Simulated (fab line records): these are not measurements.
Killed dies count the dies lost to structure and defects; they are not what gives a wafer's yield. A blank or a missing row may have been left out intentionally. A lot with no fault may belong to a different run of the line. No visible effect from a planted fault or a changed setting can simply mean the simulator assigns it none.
2 desks, one fault / flow gf180mcu / each desk has only its own numbers; what lay behind them comes last

## AT THE METROLOGY DESK
Means of the sampled wafers that have a number, per lot and without regard to the tool the lot ran on: this is what the gauges read. Marked OUT: a lot whose mean sits more than 4 standard deviations from the usual mean, which makes it out of limits; the brackets give that distance.
Columns: A = VT_IMPLANT_01_OVL at GF_VT_IMPLANT_OVL_MEAS_18, usual -0.6 nm; B = cd nm at GF_POLY_GATE_CD_MEAS_18, usual 280.5 nm
lot=L377; first seen here=day 6 12:49; A=-1.2; B=281.3
lot=L378; first seen here=day 6 19:24; A=-2.2; B=280.3
lot=L379; first seen here=day 7 02:31; A=-0.2; B=280.2
lot=L380; first seen here=day 7 07:55; A=2.0; B=280.2
lot=L381; first seen here=day 7 13:22; A=0.4; B=278.4
lot=L383; first seen here=day 8 03:45; A=-0.3; B=280.2
lot=L384; first seen here=day 8 09:16; A=-0.0; B=281.9
lot=L385; first seen here=day 8 13:24; A=-0.5; B=280.6
lot=L386; first seen here=day 8 20:04; A=-0.0; B=281.9
lot=L392; first seen here=day 10 10:54; A=-1.3; B=279.7
lot=L393; first seen here=day 10 19:28; A=-1.5; B=280.3
lot=L394; first seen here=day 10 22:55; A=-3.8; B=280.0
lot=L398; first seen here=day 12 00:58; A=0.1; B=281.0
lot=L399; first seen here=day 12 06:25; A=-0.4; B=281.7
This desk found nothing out of limits on any of the 14 lots.

## DESK OF THE TOOL OWNER: litho track-02
The tool's own readings at GF_POLY_GATE_PEB_08 (peb time 90 s): means of the sampled wafers that have a number, for each lot that ran on this tool. Marked OUT: a lot whose mean sits more than 4 standard deviations from the usual mean, which makes it out of limits; the brackets give that distance.
Columns: A = heater power total W at GF_POLY_GATE_PEB_08, usual 85.70 W; B = resist line temp C at GF_POLY_GATE_PEB_08, usual 23.02 C
lot=L377; first seen here=day 9 12:47; A=85.65; B=22.94
lot=L379; first seen here=day 10 02:36; A=85.69; B=23.07
lot=L380; first seen here=day 10 09:07; A=85.72; B=23.11
lot=L381; first seen here=day 10 16:47; A=85.73; B=22.99
lot=L383; first seen here=day 11 08:30; A=85.64; B=23.11
lot=L384; first seen here=day 11 13:57; A=87.97 (+31) OUT; B=22.97
lot=L386; first seen here=day 12 00:23; A=87.95 (+30) OUT; B=22.96
This desk finds L384, L386 out of limits, L384 being first, at day 11 13:57 (heater power total W at GF_POLY_GATE_PEB_08). Within limits: L377, L379, L380, L381, L383.

## PUT TOGETHER
An alarm could have come from the tool owner's desk at day 11 13:57, on L384, L386.
At the metrology desk, nothing out of limits was observed.
The metrology desk holds a record of L384, L386, inside its limits.
All the named lots went through GF_POLY_GATE_PEB_08 on litho track-02.

## WHAT THE SIMULATOR HAD INSERTED
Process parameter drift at GF_POLY_GATE_PEB_08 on litho track-02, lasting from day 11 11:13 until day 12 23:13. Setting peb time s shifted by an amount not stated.
Shown lots that were struck: L384, L386.
Delay in hours, fault start to first out-of-limits reading, by desk: the tool owner's desk at 3.
